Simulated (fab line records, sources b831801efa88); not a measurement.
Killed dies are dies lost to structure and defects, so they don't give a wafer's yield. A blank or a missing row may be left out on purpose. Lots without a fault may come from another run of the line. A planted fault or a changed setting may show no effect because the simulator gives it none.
Chamber matching | flow gf180mcu | GF_M5_ETCH_09 on rie_diel-01: 4 sister chambers
The step etches Si3N4 in CF4/O2, target depth 52 nm, time 11.6 s. 4 wafers are shown with their chamber, then 9 later ones without.

WAFERS WITH THEIR CHAMBER
wafer  | chamber | drypump_motor_current_A (A)
L083.6 | 1       | 5.4
L084.1 | 3       | 5.8
L088.3 | 2       | 5.4
L088.5 | 0       | 6.4

WAFERS WITHOUT THEIR CHAMBER
wafer  | drypump_motor_current_A (A)
L089.1 | 5.4
L089.5 | 6.3
L089.6 | 5.4
L091.1 | 5.8
L091.2 | 6.4
L091.3 | 5.4
L095.1 | 5.4
L095.3 | 5.4
L095.6 | 5.4

WHICH CHAMBER EACH WENT THROUGH
wafer  | from the rows above     | in truth
L089.1 | can't be placed: 1 or 2 | 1
L089.5 | 0                       | 0
L089.6 | can't be placed: 1 or 2 | 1
L091.1 | 3                       | 3
L091.2 | 0                       | 0
L091.3 | can't be placed: 1 or 2 | 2
L095.1 | can't be placed: 1 or 2 | 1
L095.3 | can't be placed: 1 or 2 | 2
L095.6 | can't be placed: 1 or 2 | 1
Placed correctly: 3 of 9. Can't be placed from these rows: 6 (the true chamber is among the candidates in 6). Placed wrongly: 0.
How it was worked out, from the rows above alone: a wafer's distance from a chamber is the root of the sum, over the readings, of the square of ((its reading less the chamber's mean) divided by the reading's scatter). The wafer belongs to the nearest chamber; if the next one is less than 2 further off, it can't be placed. A chamber's mean is the mean of its shown wafers. The scatter: with one shown wafer a chamber, the root of the mean of the squares of how far each hidden wafer lies from its nearest shown one.
